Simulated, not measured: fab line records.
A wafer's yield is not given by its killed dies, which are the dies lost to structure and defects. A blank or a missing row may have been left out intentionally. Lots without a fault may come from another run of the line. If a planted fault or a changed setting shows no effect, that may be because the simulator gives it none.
A sampling plan put to the test	flow sky130	64 faults told of in these records, all on one fab line, each judged by the records of the lots it struck
Plan = the line's own looks (route steps where a gauge or an inspection reads the wafer without altering it). A look can be judged if struck wafers have a number there and the file gives its usual mean and standard deviation on fault-free wafers. Caught: a look later than the fault's first step finds the struck wafers' mean 4 or more of those standard deviations (sigma) from the usual mean. On the tool: the fault's steps, tested the same way using the tool's own readings. Another recipe on the struck wafers, or a record that is blank for them alone, also counts as caught.

THE FAULTS, as the simulator had put them in
1. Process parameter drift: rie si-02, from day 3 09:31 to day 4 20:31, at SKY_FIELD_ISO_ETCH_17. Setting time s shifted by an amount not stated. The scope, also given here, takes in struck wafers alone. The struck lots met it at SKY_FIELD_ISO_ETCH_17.
2. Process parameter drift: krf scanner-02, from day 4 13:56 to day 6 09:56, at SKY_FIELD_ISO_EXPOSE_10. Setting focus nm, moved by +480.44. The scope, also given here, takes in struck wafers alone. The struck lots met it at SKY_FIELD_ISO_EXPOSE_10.
3. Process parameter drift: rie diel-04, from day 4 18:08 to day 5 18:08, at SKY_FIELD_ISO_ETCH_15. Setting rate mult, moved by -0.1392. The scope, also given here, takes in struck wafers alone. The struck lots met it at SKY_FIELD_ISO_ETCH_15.
4. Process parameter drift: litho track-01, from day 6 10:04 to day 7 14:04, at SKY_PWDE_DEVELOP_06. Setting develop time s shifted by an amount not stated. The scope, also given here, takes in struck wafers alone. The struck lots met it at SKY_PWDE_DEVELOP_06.
5. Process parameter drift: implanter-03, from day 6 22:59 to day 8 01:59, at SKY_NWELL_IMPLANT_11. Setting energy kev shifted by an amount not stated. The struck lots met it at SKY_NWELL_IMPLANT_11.
6. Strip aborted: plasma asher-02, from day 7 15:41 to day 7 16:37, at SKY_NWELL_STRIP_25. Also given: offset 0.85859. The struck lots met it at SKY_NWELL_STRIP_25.
7. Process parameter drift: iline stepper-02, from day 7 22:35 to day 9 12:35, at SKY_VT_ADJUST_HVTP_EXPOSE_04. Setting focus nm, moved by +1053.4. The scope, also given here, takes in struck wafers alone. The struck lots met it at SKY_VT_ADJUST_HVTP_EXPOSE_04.
8. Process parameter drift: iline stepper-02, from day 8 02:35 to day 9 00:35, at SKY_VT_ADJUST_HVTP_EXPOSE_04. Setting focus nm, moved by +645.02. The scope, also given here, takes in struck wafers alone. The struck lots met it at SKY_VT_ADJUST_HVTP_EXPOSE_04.
9. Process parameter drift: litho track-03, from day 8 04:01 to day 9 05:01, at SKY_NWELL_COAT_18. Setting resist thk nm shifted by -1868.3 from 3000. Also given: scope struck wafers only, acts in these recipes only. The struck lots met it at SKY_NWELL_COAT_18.
10. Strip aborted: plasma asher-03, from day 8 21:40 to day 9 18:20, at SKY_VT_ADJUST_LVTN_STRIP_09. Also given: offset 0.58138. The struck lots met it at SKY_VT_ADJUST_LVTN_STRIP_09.
11. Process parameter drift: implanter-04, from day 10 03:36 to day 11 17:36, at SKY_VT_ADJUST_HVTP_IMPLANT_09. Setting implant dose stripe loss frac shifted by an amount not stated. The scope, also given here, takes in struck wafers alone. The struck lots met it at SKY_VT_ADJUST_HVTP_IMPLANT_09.
12. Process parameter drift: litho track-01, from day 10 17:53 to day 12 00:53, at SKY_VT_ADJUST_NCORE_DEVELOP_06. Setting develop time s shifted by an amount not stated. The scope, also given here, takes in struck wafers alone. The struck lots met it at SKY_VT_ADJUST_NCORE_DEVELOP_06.
13. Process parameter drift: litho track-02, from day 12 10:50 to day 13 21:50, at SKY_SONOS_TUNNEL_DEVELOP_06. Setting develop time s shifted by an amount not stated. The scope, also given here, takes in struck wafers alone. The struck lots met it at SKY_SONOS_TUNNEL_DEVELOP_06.
14. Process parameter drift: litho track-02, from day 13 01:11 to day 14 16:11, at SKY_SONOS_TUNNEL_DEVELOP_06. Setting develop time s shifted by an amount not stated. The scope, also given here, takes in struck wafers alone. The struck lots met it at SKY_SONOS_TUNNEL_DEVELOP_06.
15. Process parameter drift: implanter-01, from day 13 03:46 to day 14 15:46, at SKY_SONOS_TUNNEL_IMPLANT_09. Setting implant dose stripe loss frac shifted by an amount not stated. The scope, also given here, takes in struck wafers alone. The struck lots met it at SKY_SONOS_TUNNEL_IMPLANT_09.
16. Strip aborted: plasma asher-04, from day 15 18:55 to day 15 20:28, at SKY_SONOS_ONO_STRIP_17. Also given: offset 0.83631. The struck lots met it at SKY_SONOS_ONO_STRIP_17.
17. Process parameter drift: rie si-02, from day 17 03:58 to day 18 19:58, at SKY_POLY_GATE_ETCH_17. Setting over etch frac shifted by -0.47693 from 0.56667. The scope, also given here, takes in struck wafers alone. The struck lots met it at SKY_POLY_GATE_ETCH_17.
18. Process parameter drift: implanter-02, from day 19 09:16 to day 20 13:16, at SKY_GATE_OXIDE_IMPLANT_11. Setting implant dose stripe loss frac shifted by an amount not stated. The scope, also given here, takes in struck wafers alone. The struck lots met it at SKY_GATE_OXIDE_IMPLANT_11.
19. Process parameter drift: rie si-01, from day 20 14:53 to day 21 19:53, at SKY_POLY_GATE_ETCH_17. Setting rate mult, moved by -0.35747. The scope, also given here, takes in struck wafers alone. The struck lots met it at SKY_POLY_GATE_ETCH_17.
20. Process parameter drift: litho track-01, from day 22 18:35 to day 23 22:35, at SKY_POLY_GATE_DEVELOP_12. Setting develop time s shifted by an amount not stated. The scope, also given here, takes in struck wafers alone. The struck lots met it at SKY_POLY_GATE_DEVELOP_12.
21. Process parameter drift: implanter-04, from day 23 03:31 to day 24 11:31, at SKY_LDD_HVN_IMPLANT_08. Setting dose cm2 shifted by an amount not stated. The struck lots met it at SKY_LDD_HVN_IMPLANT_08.
22. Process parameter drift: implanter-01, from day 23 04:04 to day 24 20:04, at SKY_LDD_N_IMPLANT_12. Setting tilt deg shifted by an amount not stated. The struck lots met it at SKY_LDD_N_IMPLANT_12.
23. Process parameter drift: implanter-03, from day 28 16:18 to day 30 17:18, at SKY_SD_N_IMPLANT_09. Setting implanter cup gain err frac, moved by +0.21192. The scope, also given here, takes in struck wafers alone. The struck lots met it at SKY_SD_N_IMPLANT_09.
24. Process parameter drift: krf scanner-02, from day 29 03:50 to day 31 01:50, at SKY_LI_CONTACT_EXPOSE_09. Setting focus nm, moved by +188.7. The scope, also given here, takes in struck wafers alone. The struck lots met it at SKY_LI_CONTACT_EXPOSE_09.
25. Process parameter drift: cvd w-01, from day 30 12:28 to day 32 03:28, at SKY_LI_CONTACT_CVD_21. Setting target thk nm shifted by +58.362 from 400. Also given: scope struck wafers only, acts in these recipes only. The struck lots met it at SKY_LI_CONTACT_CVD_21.
26. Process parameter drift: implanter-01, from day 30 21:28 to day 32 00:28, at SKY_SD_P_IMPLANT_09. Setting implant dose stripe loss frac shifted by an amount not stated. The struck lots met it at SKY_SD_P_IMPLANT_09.
27. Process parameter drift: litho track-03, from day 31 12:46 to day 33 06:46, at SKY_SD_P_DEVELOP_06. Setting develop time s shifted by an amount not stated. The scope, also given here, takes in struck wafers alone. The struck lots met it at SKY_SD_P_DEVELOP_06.
28. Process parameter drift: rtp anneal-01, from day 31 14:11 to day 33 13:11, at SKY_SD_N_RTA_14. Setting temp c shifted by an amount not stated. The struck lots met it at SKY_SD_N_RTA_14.
29. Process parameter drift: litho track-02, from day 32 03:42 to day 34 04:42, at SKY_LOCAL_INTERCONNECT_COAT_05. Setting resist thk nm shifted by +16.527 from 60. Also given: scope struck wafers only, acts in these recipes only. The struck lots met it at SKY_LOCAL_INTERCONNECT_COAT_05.
30. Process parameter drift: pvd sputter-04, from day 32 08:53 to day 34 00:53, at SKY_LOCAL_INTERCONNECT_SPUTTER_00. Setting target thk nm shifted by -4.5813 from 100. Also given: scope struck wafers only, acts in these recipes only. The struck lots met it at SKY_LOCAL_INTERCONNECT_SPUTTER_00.
31. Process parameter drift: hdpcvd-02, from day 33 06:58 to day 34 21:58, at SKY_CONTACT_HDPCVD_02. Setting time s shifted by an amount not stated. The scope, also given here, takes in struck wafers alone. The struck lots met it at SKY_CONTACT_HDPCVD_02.
32. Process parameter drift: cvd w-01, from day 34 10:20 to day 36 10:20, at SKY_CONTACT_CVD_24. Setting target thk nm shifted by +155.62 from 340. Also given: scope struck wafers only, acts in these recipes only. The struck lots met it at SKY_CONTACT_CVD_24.
33. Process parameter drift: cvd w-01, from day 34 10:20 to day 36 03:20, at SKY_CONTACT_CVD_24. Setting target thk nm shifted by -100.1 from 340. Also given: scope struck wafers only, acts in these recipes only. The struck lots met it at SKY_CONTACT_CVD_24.
34. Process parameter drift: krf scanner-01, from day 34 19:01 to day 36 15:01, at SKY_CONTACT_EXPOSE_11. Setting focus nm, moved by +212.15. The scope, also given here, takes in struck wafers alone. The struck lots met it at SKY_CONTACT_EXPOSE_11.
35. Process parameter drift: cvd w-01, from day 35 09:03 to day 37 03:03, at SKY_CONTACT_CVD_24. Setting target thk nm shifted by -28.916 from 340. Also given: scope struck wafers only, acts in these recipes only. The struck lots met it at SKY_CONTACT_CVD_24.
36. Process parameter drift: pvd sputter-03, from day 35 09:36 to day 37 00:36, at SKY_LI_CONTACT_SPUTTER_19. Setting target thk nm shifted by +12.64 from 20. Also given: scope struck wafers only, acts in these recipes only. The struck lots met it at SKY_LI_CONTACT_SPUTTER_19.
37. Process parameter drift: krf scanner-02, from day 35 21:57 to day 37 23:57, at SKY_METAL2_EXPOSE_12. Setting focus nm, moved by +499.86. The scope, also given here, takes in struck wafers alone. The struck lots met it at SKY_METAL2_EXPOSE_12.
38. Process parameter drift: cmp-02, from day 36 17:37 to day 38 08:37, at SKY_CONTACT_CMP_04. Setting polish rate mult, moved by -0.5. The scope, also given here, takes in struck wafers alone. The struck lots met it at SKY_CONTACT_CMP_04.
39. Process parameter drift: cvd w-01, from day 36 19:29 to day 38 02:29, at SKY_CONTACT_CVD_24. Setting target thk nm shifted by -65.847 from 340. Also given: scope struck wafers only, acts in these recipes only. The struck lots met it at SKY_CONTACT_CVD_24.
40. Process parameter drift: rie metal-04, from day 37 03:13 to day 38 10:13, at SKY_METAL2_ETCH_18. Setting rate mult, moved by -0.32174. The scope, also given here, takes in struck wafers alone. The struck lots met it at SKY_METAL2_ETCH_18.
41. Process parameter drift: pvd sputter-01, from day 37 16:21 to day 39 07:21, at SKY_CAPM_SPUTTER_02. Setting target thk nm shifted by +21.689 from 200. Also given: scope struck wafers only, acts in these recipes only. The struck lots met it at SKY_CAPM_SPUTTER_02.
42. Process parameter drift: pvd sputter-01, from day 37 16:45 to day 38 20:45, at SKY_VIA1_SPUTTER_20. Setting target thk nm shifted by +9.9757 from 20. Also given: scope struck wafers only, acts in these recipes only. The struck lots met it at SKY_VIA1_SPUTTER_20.
43. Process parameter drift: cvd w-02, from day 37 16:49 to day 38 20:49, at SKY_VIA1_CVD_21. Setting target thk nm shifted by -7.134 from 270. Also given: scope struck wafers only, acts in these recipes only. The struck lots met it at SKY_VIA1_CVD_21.
44. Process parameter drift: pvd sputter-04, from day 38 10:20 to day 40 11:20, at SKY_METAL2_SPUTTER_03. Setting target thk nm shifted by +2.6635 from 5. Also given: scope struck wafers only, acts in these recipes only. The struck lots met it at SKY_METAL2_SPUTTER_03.
45. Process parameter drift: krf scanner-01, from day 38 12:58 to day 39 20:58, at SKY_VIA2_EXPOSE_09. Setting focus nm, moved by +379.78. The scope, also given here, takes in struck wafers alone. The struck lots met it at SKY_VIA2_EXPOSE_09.
46. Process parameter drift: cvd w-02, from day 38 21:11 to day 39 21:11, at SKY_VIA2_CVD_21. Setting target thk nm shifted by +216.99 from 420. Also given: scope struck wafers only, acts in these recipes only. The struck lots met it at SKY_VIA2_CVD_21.
47. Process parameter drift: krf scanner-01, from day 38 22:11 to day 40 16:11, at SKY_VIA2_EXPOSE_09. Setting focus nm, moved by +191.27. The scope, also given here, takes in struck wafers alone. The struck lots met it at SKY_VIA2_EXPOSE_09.
48. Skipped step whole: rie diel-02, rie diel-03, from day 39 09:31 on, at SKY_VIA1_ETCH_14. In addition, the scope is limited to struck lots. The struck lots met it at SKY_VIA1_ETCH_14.
49. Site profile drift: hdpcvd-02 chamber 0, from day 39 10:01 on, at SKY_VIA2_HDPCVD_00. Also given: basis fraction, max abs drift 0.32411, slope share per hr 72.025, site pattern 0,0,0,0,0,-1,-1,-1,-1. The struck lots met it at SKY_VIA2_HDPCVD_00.
50. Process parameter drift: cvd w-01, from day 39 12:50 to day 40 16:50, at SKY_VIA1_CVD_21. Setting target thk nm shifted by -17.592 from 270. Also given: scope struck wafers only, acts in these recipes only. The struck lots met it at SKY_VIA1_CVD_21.
51. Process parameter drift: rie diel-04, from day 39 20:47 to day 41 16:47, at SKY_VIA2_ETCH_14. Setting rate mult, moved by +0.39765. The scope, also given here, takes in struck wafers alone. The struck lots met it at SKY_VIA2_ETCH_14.
52. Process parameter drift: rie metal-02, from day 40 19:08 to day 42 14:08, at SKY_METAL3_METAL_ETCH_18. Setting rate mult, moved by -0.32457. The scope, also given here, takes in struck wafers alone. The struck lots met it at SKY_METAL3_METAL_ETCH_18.
53. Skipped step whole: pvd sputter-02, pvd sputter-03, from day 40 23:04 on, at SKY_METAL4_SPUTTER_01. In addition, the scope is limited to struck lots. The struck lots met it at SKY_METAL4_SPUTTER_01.
54. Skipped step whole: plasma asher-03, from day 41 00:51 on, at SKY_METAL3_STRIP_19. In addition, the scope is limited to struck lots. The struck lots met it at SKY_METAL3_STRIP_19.
55. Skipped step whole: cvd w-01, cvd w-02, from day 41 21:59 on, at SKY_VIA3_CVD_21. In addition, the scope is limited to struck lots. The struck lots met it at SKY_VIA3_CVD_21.
56. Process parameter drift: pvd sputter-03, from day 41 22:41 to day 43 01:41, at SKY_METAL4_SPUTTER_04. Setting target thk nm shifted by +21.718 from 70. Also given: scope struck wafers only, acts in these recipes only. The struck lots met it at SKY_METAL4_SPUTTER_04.
57. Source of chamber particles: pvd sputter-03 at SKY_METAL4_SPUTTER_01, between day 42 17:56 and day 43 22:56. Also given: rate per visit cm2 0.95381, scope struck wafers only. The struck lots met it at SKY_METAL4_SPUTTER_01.
58. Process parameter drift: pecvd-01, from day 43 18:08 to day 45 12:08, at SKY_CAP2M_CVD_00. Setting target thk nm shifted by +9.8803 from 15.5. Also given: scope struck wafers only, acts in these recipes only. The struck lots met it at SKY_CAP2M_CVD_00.
59. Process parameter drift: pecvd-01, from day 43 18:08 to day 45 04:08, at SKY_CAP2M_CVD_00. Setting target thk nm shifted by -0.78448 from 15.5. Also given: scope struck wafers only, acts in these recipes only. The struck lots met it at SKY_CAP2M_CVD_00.
60. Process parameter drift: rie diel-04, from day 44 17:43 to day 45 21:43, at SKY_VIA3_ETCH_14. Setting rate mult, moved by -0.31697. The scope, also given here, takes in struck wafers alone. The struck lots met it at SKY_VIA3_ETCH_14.
61. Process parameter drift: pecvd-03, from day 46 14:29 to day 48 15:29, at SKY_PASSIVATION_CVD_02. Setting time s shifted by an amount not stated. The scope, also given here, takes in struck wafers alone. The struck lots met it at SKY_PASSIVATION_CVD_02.
62. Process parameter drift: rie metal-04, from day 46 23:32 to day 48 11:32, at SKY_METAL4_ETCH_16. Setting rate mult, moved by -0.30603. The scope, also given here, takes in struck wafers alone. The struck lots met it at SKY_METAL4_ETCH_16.
63. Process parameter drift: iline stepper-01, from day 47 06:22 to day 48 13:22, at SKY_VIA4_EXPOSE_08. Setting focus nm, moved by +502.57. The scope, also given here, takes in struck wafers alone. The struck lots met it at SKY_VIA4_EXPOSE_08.
64. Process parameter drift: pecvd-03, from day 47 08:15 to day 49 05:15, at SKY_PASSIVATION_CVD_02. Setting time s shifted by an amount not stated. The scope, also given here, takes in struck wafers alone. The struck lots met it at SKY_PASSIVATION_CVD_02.

WHAT THE PLAN SAW
fault	on the tool itself	first look that catches it	reading, sigma	median hours from its first step to that look	hours from the fault's start to the first struck lot there	judged looks passed uncaught
1	run length s -84 sigma	none of the 2 looks that can be judged after it	-	-	-	2
2	under 2 sigma	SKY_FIELD_ISO_CD_MEAS_13	cd nm -61	8.7	11	0
3	oes product au -7.7 sigma	not the one look that can be judged after it	strongest: VT_ADJUST_PCH_TW at SKY_VT_ADJUST_PCH_TW_MEAS_10, -2.2	-	-	1
4	under 2 sigma	none of the 2 looks that can be judged after it	-	-	-	2
5	beam energy keV +99 or beyond sigma	SKY_NWELL_TW_MEAS_15	NWELL_TW +4.4	0.5	3	0
6	oes product au +44 sigma	SKY_VT_ADJUST_HVTP_TW_MEAS_11	VT_ADJUST_HVTP_TW -99 or beyond	21.1	22	0
7	no reading that can be judged	SKY_VT_ADJUST_HVTP_CD_MEAS_07	cd nm -9.3	9.8	12	0
8	no reading that can be judged	none of the 2 looks that can be judged after it	strongest: cd nm at SKY_VT_ADJUST_HVTP_CD_MEAS_07, -3.6	-	-	2
9	under 2 sigma	none of the 3 looks that can be judged after it	-	-	-	3
10	oes product au +57 sigma	SKY_VT_ADJUST_LVTN_TW_MEAS_21	VT_ADJUST_LVTN_2_TW -99 or beyond	21.8	42	0
11	under 2 sigma	SKY_VT_ADJUST_HVTP_TW_MEAS_11	VT_ADJUST_HVTP_TW -10	0.2	6	0
12	no reading that can be judged	SKY_VT_ADJUST_NCORE_TW_MEAS_11	VT_ADJUST_NCORE_TW -99 or beyond	0.6	11	0
13	under 2 sigma	SKY_SONOS_TUNNEL_CD_MEAS_07	cd nm -95	0.1	7	0
14	under 2 sigma	SKY_SONOS_TUNNEL_CD_MEAS_07	cd nm -8.2	0.1	8	0
15	under 2 sigma	none of the 2 looks that can be judged after it	-	-	-	2
16	oes product au +39 sigma	no look after it can be judged	-	-	-	0
17	under 2 sigma	not the one look that can be judged after it	-	-	-	1
18	no reading that can be judged	none of the 2 looks that can be judged after it	strongest: GATE_OXIDE_TW at SKY_GATE_OXIDE_TW_MEAS_14, -3.1	-	-	2
19	oes product au -36 sigma	no look after it can be judged	-	-	-	0
20	no reading that can be judged	SKY_POLY_GATE_CD_MEAS_13	cd nm -4.1	1.0	1	0
21	dose ions cm2 +99 or beyond sigma	SKY_LDD_HVN_TW_MEAS_10	LDD_HVN_TW +99 or beyond	0.2	7	0
22	tilt deg -99 or beyond sigma	no look after it can be judged	-	-	-	0
23	faraday current uA +4.2 sigma	SKY_SD_N_RS_MEAS_16	SD_N_RS +16	0.7	3	1
24	under 2 sigma	SKY_LI_CONTACT_CD_MEAS_12	cd nm -8.0	14.0	16	0
25	under 2 sigma	SKY_LI_CONTACT_RS_MEAS_22	LI_CONTACT_W_RS -9.0	0.1	16	0
26	under 2 sigma	none of the 6 looks that can be judged after it	-	-	-	6
27	no reading that can be judged	SKY_SD_P_CD_MEAS_07	cd nm -35	0.1	3	0
28	wafer_temp_C_max +31 sigma	SKY_SD_N_RS_MEAS_16	SD_N_RS -74	0.2	12	0
29	under 2 sigma	not the one look that can be judged after it	-	-	-	1
30	under 2 sigma	SKY_LOCAL_INTERCONNECT_RS_MEAS_01	LOCAL_INTERCONNECT_TIN_RS +5.8	0.1	23	0
31	run length s -9.4 sigma	SKY_CONTACT_THK_MEAS_03	CONTACT_HDPCVD_THK -6.4	0.1	4	0
32	under 2 sigma	SKY_CONTACT_RS_MEAS_25	CONTACT_W_RS -32	0.1	4	0
33	under 2 sigma	SKY_CONTACT_RS_MEAS_25	CONTACT_W_RS +44	0.1	4	0
34	no reading that can be judged	SKY_CONTACT_CD_MEAS_14	cd nm -16	13.0	19	0
35	under 2 sigma	SKY_CONTACT_RS_MEAS_25	CONTACT_W_RS +10	0.1	6	0
36	under 2 sigma	no look after it can be judged	-	-	-	0
37	under 2 sigma	no look after it can be judged	-	-	-	0
38	time to endpoint s +7.9 sigma	no look after it can be judged	-	-	-	0
39	under 2 sigma	SKY_CONTACT_RS_MEAS_25	CONTACT_W_RS +24	0.1	17	0
40	oes product au -13 sigma	no look after it can be judged	-	-	-	0
41	under 2 sigma	SKY_CAPM_RS_MEAS_03	CAPM_TIN_RS -5.9	0.2	15	0
42	under 2 sigma	no look after it can be judged	-	-	-	0
43	under 2 sigma	none of the 2 looks that can be judged after it	strongest: VIA1_W_RS at SKY_VIA1_RS_MEAS_22, +3.3	-	-	2
44	under 2 sigma	no look after it can be judged	-	-	-	0
45	no reading that can be judged	SKY_VIA2_CD_MEAS_12	cd nm -35	11.1	37	0
46	under 2 sigma	SKY_VIA2_RS_MEAS_22	VIA2_W_RS -31	0.1	0	0
47	no reading that can be judged	SKY_VIA2_CD_MEAS_12	cd nm -9.3	12.5	17	0
48	the tool's record is blank for the struck wafers	no look after it can be judged	-	-	-	0
49	no reading that can be judged	SKY_VIA2_THK_MEAS_01	VIA2_HDPCVD_THK -13	0.1	5	0
50	under 2 sigma	SKY_VIA1_RS_MEAS_22	VIA1_W_RS +7.2	0.1	3	0
51	under 2 sigma	not the one look that can be judged after it	-	-	-	1
52	oes product au -10.0 sigma	no look after it can be judged	-	-	-	0
53	the tool's record is blank for the struck wafers	no look after it can be judged	-	-	-	0
54	the tool's record is blank for the struck wafers	no look after it can be judged	-	-	-	0
55	the tool's record is blank for the struck wafers	SKY_VIA3_RS_MEAS_22	VIA3_W_RS +99 or beyond	0.1	5	0
56	under 2 sigma	no look after it can be judged	-	-	-	0
57	under 2 sigma	none of the 4 looks that can be judged after it	-	-	-	4
58	under 2 sigma	SKY_CAP2M_THK_MEAS_01	CAP2M_CVD_00_THK +42	0.0	22	0
59	under 2 sigma	none of the 2 looks that can be judged after it	strongest: CAP2M_CVD_00_THK at SKY_CAP2M_THK_MEAS_01, -3.7	-	-	2
60	oes product au -14 sigma	no look after it can be judged	-	-	-	0
61	under 2 sigma	SKY_PASSIVATION_THK_MEAS_03	PASSIVATION_CVD_02_THK +6.2	0.2	14	0
62	under 2 sigma	no look after it can be judged	-	-	-	0
63	under 2 sigma	not the one look that can be judged after it	-	-	-	1
64	under 2 sigma	SKY_PASSIVATION_THK_MEAS_03	PASSIVATION_CVD_02_THK +6.0	0.2	23	0
Dash: fault not caught, or number not given in these records.

Caught at a look: 33 of 64. Caught on the tool: 20 of 64. By one or the other: 45 of 64.
Caught on the tool alone: faults 1, 3, 16, 19, 22, 38, 40, 48, 52, 53, 54, 60.
Caught at a look alone: faults 2, 7, 11, 12, 13, 14, 20, 24, 25, 27, 30, 32, 33, 34, 35, 39, 41, 45, 46, 47, 49, 50, 58, 61, 64.
Caught by neither: faults 4, 8, 9, 15, 17, 18, 26, 29, 36, 37, 42, 43, 44, 51, 56, 57, 59, 62, 63.

THINNER SAMPLING
In the worst case, this is how late the first struck lot would be measured if the look that catches a fault measured only every second or every third lot, by lot number:
fault	struck lots at that look, in order of time	every lot	every second lot	every third lot
2	L118, L120, L124	11 h	may miss all 3	may miss all 3
5	L405, L407	3 h	may miss all 2	may miss all 2
6	L489	22 h	may miss it	may miss it
7	L462, L463, L464	12 h	15 h	21 h
10	L534	42 h	may miss it	may miss it
11	L895, L897	6 h	may miss all 2	may miss all 2
12	L452, L454	11 h	may miss all 2	may miss all 2
13	L610, L611	7 h	22 h	may miss all 2
14	L617, L619, L621	8 h	may miss all 3	34 h
20	L661, L663	1 h	may miss all 2	may miss all 2
21	L178, L180	7 h	may miss all 2	may miss all 2
23	L421, L422, L425	3 h	31 h	may miss all 3
24	L161, L162, L164	16 h	20 h	may miss all 3
25	L246, L249, L248	16 h	32 h	may miss all 3
27	L727, L731	3 h	may miss all 2	may miss all 2
28	L771, L773	12 h	may miss all 2	may miss all 2
30	L835, L836	23 h	26 h	may miss all 2
31	L567, L568, L570	4 h	6 h	may miss all 3
32	L409, L411, L412	4 h	28 h	may miss all 3
33	L710, L712, L713	4 h	28 h	may miss all 3
34	L447, L449, L450	19 h	38 h	may miss all 3
35	L343, L345	6 h	may miss all 2	may miss all 2
39	L859	17 h	may miss it	may miss it
41	L546	15 h	may miss it	may miss it
45	L735	37 h	may miss it	may miss it
46	L522, L524	0 h	may miss all 2	may miss all 2
47	L706	17 h	may miss it	may miss it
49	L456, L457	5 h	11 h	may miss all 2
50	L348, L349	3 h	5 h	may miss all 2
55	L358, L357, L359	5 h	5 h	10 h
58	L223	22 h	may miss it	may miss it
61	L826	14 h	may miss it	may miss it
64	L230	23 h	may miss it	may miss it
Hours count from the start of the fault until the first struck lot that is measured. The limit of 4 sigma was tested on all struck wafers together, so one lot alone may lie under it. Other struck lots may not be in these records.

THE LONGEST TIMED WAY FROM STEP TO LOOK
In fault 10, a median of 21.8 hours elapses between SKY_VT_ADJUST_LVTN_STRIP_09 and SKY_VT_ADJUST_LVTN_TW_MEAS_21. No look between them can be judged.
